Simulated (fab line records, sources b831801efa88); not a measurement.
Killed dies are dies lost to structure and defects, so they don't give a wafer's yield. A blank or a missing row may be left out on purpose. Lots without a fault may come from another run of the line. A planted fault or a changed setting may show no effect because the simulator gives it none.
Chamber matching | flow gf180mcu | GF_V5_CVD_02 on pecvd-02: 3 sister chambers
The step deposits SiO2 from TEOS, target thk 1450 nm, time 163.28 s. 3 wafers are shown with their chamber, then 8 later ones without.

WAFERS WITH THEIR CHAMBER
wafer  | chamber | heater_power_w (W)
L080.4 | 1       | 734
L080.5 | 2       | 698
L081.2 | 0       | 533

WAFERS WITHOUT THEIR CHAMBER
wafer  | heater_power_w (W)
L081.3 | 631
L081.4 | 607
L083.1 | 583
L083.3 | 497
L083.6 | 746
L088.2 | 680
L088.5 | 754
L088.6 | 575

WHICH CHAMBER EACH WENT THROUGH
wafer  | from the rows above          | in truth
L081.3 | can't be placed: 2 or 0 or 1 | 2
L081.4 | can't be placed: 0 or 2 or 1 | 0
L083.1 | can't be placed: 0 or 2      | 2
L083.3 | 0                            | 0
L083.6 | can't be placed: 1 or 2      | 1
L088.2 | can't be placed: 2 or 1      | 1
L088.5 | can't be placed: 1 or 2      | 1
L088.6 | can't be placed: 0 or 2      | 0
Placed correctly: 1 of 8. Can't be placed from these rows: 7 (the true chamber is among the candidates in 7). Placed wrongly: 0.
How it was worked out, from the rows above alone: a wafer's distance from a chamber is the root of the sum, over the readings, of the square of ((its reading less the chamber's mean) divided by the reading's scatter). The wafer belongs to the nearest chamber; if the next one is less than 2 further off, it can't be placed. A chamber's mean is the mean of its shown wafers. The scatter: with one shown wafer a chamber, the root of the mean of the squares of how far each hidden wafer lies from its nearest shown one.
